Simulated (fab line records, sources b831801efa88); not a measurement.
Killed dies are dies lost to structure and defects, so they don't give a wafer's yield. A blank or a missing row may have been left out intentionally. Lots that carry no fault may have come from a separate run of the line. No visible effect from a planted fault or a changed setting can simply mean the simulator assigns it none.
Which tool was responsible? -- flow gf180mcu -- 13 lots with 39 wafers sampled at 3 steps, on a route of 602 steps

== WHAT THE GAUGES SHOWED, per wafer ==
GF_POLY_GATE_THK_MEAS_17. Usual: for POLY_GATE_OXIDATION_THK the level is 4.00 nm and the standard deviation is 0.09.
lot,measured,on,POLY_GATE_OXIDATION_THK (nm),flag
L524,day 10 02:55,film metro-04,3.98 3.97 4.07,
L526,day 10 04:38,film metro-04,4.15 4.14 4.06,
L527,day 10 14:08,film metro-02,4.05 3.96 3.99,
L528,day 11 08:38,film metro-04,4.00 4.03 4.05,
L529,day 11 10:54,film metro-04,4.02 4.04 3.98,
L530,day 11 16:06,film metro-04,3.87 3.88 3.78,
L531,day 11 19:58,film metro-04,3.93 3.88 3.96,
L533,day 12 12:11,film metro-02,4.18 4.12 4.04,
L538,day 13 22:58,film metro-04,4.05 4.07 4.06,
L539,day 14 07:51,film metro-02,4.13 4.11 4.08,
L542,day 15 09:25,film metro-04,4.08 4.15 4.14,
L543,day 15 16:19,film metro-03,3.89 3.92 3.96,
L545,day 16 04:30,film metro-02,3.88 3.96 3.95,

GF_HV_LDD_TW_MEAS_23. Usual: for HV_LDD_2_TW the level is 1067 and the standard deviation is 8.7.
lot,measured,on,HV_LDD_2_TW,flag
L524,day 11 16:25,film metro-02,1073 1079 1072,
L526,day 11 17:58,film metro-01,1047 1054 1058,
L527,day 12 03:55,film metro-01,1066 1055 1065,
L528,day 12 23:01,film metro-03,1066 1065 1066,
L529,day 13 01:49,film metro-02,1080 1081 1075,
L530,day 13 07:17,film metro-02,1343 1337 1338,OFF
L531,day 13 12:44,film metro-02,1332 1332 1338,OFF
L533,day 14 05:42,film metro-02,1072 1073 1069,
L538,day 15 17:49,film metro-01,1056 1059 1056,
L539,day 16 02:54,film metro-01,1052 1051 1057,
L542,day 17 06:19,film metro-01,1054 1054 1055,
L543,day 17 13:30,film metro-02,1075 1078 1075,
L545,day 18 02:31,film metro-03,1053 1058 1065,

== WHICH TOOL RAN EACH LOT (tool, then ch and the chambers of the sampled wafers, then the start) ==
lot,GF_HV_LDD_IMPLANT_21
L524,"implanter-03 ch 0, day 11 16:09"
L526,"implanter-03 ch 0, day 11 17:45"
L527,"implanter-01 ch 0, day 12 03:41"
L528,"implanter-01 ch 0, day 12 22:47"
L529,"implanter-01 ch 0, day 13 01:36"
L530,"implanter-02 ch 0, day 13 06:44"
L531,"implanter-03 ch 0, day 13 12:00"
L533,"implanter-01 ch 0, day 14 05:27"
L538,"implanter-03 ch 0, day 15 17:34"
L539,"implanter-01 ch 0, day 16 02:39"
L542,"implanter-03 ch 0, day 17 06:06"
L543,"implanter-03 ch 0, day 17 13:15"
L545,"implanter-01 ch 0, day 18 02:18"
- GF_HV_LDD_IMPLANT_21

== AS READ BY THE TOOLS THEMSELVES (means over the sampled wafers that have a number; for cases with no such wafer, the mark the record gives instead) ==
GF_HV_LDD_IMPLANT_21. Usual: 25.001 for beam energy keV, sd 0.0083.
lot,tool,beam energy keV,flag
L524,implanter-03,25.009,
L526,implanter-03,25.008,
L527,implanter-01,24.998,
L528,implanter-01,25.008,
L529,implanter-01,25.000,
L530,implanter-02,24.998,
L531,implanter-03,24.993,
L533,implanter-01,24.998,
L538,implanter-03,24.992,
L539,implanter-01,25.001,
L542,implanter-03,24.994,
L543,implanter-03,24.997,
L545,implanter-01,24.988,

== THE ANSWER, worked out from the rows above alone ==
Rule: a lot is off if the mean of its wafers that have a number lies more than 3 standard deviations from the usual mean. Also off: a lot with no number at a reading for which 4 or more lots have one. Where the step has rows for the other lots, those lots are counted as sound. After the gauges, taken in route order, come the tools' own readings; for these a lot's mean is taken, as printed above. At the first step where some lot is off, the reading lying furthest off is the one used; lots without a number count as furthest.
Off: L530, L531, seen at GF_HV_LDD_TW_MEAS_23 (HV_LDD_2_TW).
If a tool, at a process step before that reading, ran all the lots that are off and no sound lot after the first of them, it fits. The gauges at GF_HV_LDD_TW_MEAS_23 are tried like those tools. No candidate that was tried fits.

== WHAT THE SIMULATOR PUT IN ==
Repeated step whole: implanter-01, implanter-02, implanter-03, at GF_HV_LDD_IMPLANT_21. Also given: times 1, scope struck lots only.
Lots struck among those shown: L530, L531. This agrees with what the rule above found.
